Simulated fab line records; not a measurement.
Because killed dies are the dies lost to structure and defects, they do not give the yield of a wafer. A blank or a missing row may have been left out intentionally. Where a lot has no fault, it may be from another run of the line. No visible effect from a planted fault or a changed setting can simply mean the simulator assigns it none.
The tool behind it: which one? + flow gf180mcu + 11 lots with 33 wafers sampled at 6 steps, on a route of 602 steps

== WHAT THE GAUGES SHOWED, per wafer ==
GF_M2_THK_MEAS_06: measures by xrf.
| lot  | measured     | on            | M2_ALCU_THK (nm) |
|------|--------------|---------------|------------------|
| L337 | day 18 11:58 | film-metro-03 | 434 432 436      |
| L338 | day 18 23:32 | film-metro-02 | 434 432 436      |
| L340 | day 19 21:22 | film-metro-02 | 436 436 436      |
| L341 | day 19 23:32 | film-metro-04 | 442 442 442      |
| L342 | day 20 10:44 | film-metro-03 | 441 436 439      |
| L343 | day 20 21:55 | film-metro-03 | 440 438 439      |
| L344 | day 21 05:21 | film-metro-03 | 441 444 445      |
| L353 | day 24 04:50 | film-metro-04 | 436 439 438      |
| L355 | day 25 02:34 | film-metro-02 | 433 428 432      |
| L356 | day 25 05:46 | film-metro-03 | 433 433 433      |
| L359 | day 26 04:42 | film-metro-03 | 440 444 438      |

GF_M3_RS_MEAS_05: measures by four-point-probe.
| lot  | measured     | on            | M3_ALCU_RS (ohm/sq)  |
|------|--------------|---------------|----------------------|
| L337 | day 20 14:47 | film-metro-04 | 0.0693 0.0690 0.0688 |
| L338 | day 21 02:59 | film-metro-03 | 0.0683 0.0681 0.0687 |
| L340 | day 22 00:51 | film-metro-03 | 0.0680 0.0680 0.0679 |
| L341 | day 22 02:49 | film-metro-01 | 0.0703 0.0692 0.0697 |
| L342 | day 22 13:28 | film-metro-04 | 0.0691 0.0692 0.0696 |
| L343 | day 22 23:41 | film-metro-03 | 0.0727 0.0684 0.0693 |
| L344 | day 23 06:37 | film-metro-01 | 0.0694 0.0726 0.0725 |
| L353 | day 26 03:21 | film-metro-04 | 0.0688 0.0690 0.0686 |
| L355 | day 26 23:11 | film-metro-04 | 0.0699 0.0707 0.0696 |
| L356 | day 27 01:46 | film-metro-03 | 0.0694 0.0699 0.0696 |
| L359 | day 28 00:14 | film-metro-03 | 0.0694 0.0695 0.0687 |

GF_M3_THK_MEAS_06: measures by xrf.
| lot  | measured     | on            | M3_ALCU_THK (nm) |
|------|--------------|---------------|------------------|
| L337 | day 20 14:52 | film-metro-04 | 444 446 450      |
| L338 | day 21 03:06 | film-metro-03 | 448 448 442      |
| L340 | day 22 00:58 | film-metro-03 | 446 445 447      |
| L341 | day 22 02:55 | film-metro-01 | 437 442 441      |
| L342 | day 22 13:34 | film-metro-04 | 448 448 445      |
| L343 | day 22 23:49 | film-metro-03 | 423 444 439      |
| L344 | day 23 06:44 | film-metro-01 | 444 425 427      |
| L353 | day 26 03:28 | film-metro-04 | 446 446 449      |
| L355 | day 26 23:19 | film-metro-04 | 443 439 447      |
| L356 | day 27 01:52 | film-metro-03 | 441 437 439      |
| L359 | day 28 00:20 | film-metro-03 | 438 437 442      |

== WHICH TOOL RAN EACH LOT (tool, then ch and the chambers of the sampled wafers, then the start) ==
| lot  | GF_M2_STRIP_17                       | GF_V2_ETCH_16                      | GF_M3_SPUTTER_02             |
|------|--------------------------------------|------------------------------------|------------------------------|
| L337 | plasma-asher-02 ch 0,1, day 19 12:04 | rie-diel-04 ch 0,2,3, day 20 13:09 | pvd-sputter-02, day 20 14:38 |
| L338 | plasma-asher-03 ch 0,1, day 20 00:19 | rie-diel-04 ch 0,1,2, day 21 01:25 | pvd-sputter-02, day 21 02:53 |
| L340 | plasma-asher-04 ch 0,1, day 20 21:52 | rie-diel-03 ch 0,1,3, day 21 23:17 | pvd-sputter-02, day 22 00:46 |
| L341 | plasma-asher-02 ch 0,1, day 20 23:30 | rie-diel-03 ch 0,3, day 22 01:13   | pvd-sputter-01, day 22 02:42 |
| L342 | plasma-asher-04 ch 0,1, day 21 10:43 | rie-diel-04 ch 0,1,3, day 22 11:50 | pvd-sputter-01, day 22 13:20 |
| L343 | plasma-asher-04 ch 1, day 21 21:46   | rie-diel-03 ch 0,1, day 22 22:07   | pvd-sputter-01, day 22 23:36 |
| L344 | plasma-asher-04 ch 0,1, day 22 05:13 | rie-diel-02 ch 1,2,3, day 23 05:01 | pvd-sputter-01, day 23 06:31 |
| L353 | plasma-asher-04 ch 0,1, day 25 02:43 | rie-diel-03 ch 1,3, day 26 01:43   | pvd-sputter-02, day 26 03:14 |
| L355 | plasma-asher-02 ch 0,1, day 25 23:48 | rie-diel-03 ch 0,3, day 26 21:37   | pvd-sputter-02, day 26 23:06 |
| L356 | plasma-asher-03 ch 0,1, day 26 02:25 | rie-diel-02 ch 2,3, day 27 00:10   | pvd-sputter-02, day 27 01:39 |
| L359 | plasma-asher-03 ch 0,1, day 27 01:09 | rie-diel-02 ch 1,2,3, day 27 22:36 | pvd-sputter-03, day 28 00:05 |
- GF_M2_STRIP_17: strips in O2/N2.
- GF_V2_ETCH_16: etches BARC in N2/H2.
- GF_M3_SPUTTER_02: material AlCu, target thk 450 nm, time 23.9 s.

== AS READ BY THE TOOLS THEMSELVES (means over the sampled wafers that have a number; for cases with no such wafer, the mark the record gives instead) ==
GF_M2_STRIP_17.
| lot  | tool            | drypump-motor-current-A (A) | heater-power-w (W) | o2-flow-sccm (sccm) | oes-product-au (a.u.) | strip-time-to-endpoint-s (s) |
|------|-----------------|-----------------------------|--------------------|---------------------|-----------------------|------------------------------|
| L337 | plasma-asher-02 | 5.9                         | 363                | 3001                | 0.559                 | 7.90                         |
| L338 | plasma-asher-03 | 5.7                         | 380                | 3011                | 0.554                 | 7.85                         |
| L340 | plasma-asher-04 | 6.1                         | 328                | 2994                | 0.558                 | 7.88                         |
| L341 | plasma-asher-02 | 5.9                         | 359                | 3007                | 0.555                 | 7.79                         |
| L342 | plasma-asher-04 | 6.0                         | 342                | 2988                | 0.555                 | 7.88                         |
| L343 | plasma-asher-04 | 6.1                         | 331                | 3001                | 0.559                 | 7.89                         |
| L344 | plasma-asher-04 | 6.1                         | 328                | 2987                | 0.562                 | 7.85                         |
| L353 | plasma-asher-04 | 6.1                         | 332                | 3004                | 0.562                 | 7.85                         |
| L355 | plasma-asher-02 | 5.8                         | 387                | 3005                | 0.558                 | 7.91                         |
| L356 | plasma-asher-03 | 5.6                         | 373                | 2998                | 0.565                 | 7.87                         |
| L359 | plasma-asher-03 | 5.3                         | 391                | 2994                | 0.557                 | 7.87                         |

GF_V2_ETCH_16.
| lot  | tool        | drypump-motor-current-A (A) | oes-product-au (a.u.) | throttle-valve-pct (%) |
|------|-------------|-----------------------------|-----------------------|------------------------|
| L337 | rie-diel-04 | 6.1                         | 0.851                 | 13.216                 |
| L338 | rie-diel-04 | 6.3                         | 0.855                 | 13.221                 |
| L340 | rie-diel-03 | 6.0                         | 0.854                 | 13.228                 |
| L341 | rie-diel-03 | 5.8                         | 0.853                 | 13.225                 |
| L342 | rie-diel-04 | 5.8                         | 0.853                 | 13.232                 |
| L343 | rie-diel-03 | 6.5                         | 0.855                 | 13.222                 |
| L344 | rie-diel-02 | 5.9                         | 0.855                 | 13.222                 |
| L353 | rie-diel-03 | 5.7                         | 0.856                 | 13.225                 |
| L355 | rie-diel-03 | 5.8                         | 0.858                 | 13.230                 |
| L356 | rie-diel-02 | 5.9                         | 0.858                 | 13.224                 |
| L359 | rie-diel-02 | 5.9                         | 0.854                 | 13.224                 |

GF_M3_SPUTTER_02.
| lot  | tool           | chamber-pressure-pa (Pa) | throttle-valve-pct (%) |
|------|----------------|--------------------------|------------------------|
| L337 | pvd-sputter-02 | 0.3998                   | 29.9                   |
| L338 | pvd-sputter-02 | 0.4004                   | 30.3                   |
| L340 | pvd-sputter-02 | 0.3995                   | 30.2                   |
| L341 | pvd-sputter-01 | 0.4000                   | 30.1                   |
| L342 | pvd-sputter-01 | 0.4008                   | 29.5                   |
| L343 | pvd-sputter-01 | 0.4223                   | 28.9                   |
| L344 | pvd-sputter-01 | 0.4435                   | 28.9                   |
| L353 | pvd-sputter-02 | 0.4010                   | 30.0                   |
| L355 | pvd-sputter-02 | 0.3994                   | 29.5                   |
| L356 | pvd-sputter-02 | 0.3998                   | 29.7                   |
| L359 | pvd-sputter-03 | 0.4006                   | 31.2                   |

== THE ANSWER, worked out from the rows above alone ==
Rule: the usual values come from the lots themselves. The widest of any qualifying gaps counts: lots, ordered by their means at a reading, are off when they make up no more than a third of the lots, leave a main group of 4 or more, and stand apart from it by 3 or more times the standard deviation of that group's means. Not used: any main group whose means are identical at the precision the tables above print for the reading. A lot without any number at a reading at which 4 lots or more have one is off too. Any other lot the step has rows for is counted as sound. First the gauges in route order, then the tools' own readings, where a lot's mean is used as printed above. The first step at which some lot is off is used, and at that step the reading that is off furthest; a lot without a number counts as furthest.
Off at GF_M3_SPUTTER_02 (chamber-pressure-pa): L343, L344. The main group: mean 0.4001 Pa, standard deviation 0.00054.
If a tool, at that step or one of the process steps before it, ran each lot that is off and ran no sound lot following the first of them, it fits. One candidate fits, namely pvd-sputter-01 at GF_M3_SPUTTER_02. A fault onset in the window from L342 (day 22 13:20, its last sound lot) to L343 (day 22 23:36, its first lot off) fits.
On the lots that are off, the tool's own readings at GF_M3_SPUTTER_02 differ by more than 5 times the standard deviation of the sound lots' means, which bears it out; chamber-pressure-pa reads 0.4329 Pa there versus 0.4001 Pa on the sound lots.

== WHAT THE SIMULATOR HAD PUT IN ==
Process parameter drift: pvd-sputter-01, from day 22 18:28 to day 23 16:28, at GF_M3_SPUTTER_02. From 0.4, the setting chamber-pressure-pa moved by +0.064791. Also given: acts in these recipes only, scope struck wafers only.
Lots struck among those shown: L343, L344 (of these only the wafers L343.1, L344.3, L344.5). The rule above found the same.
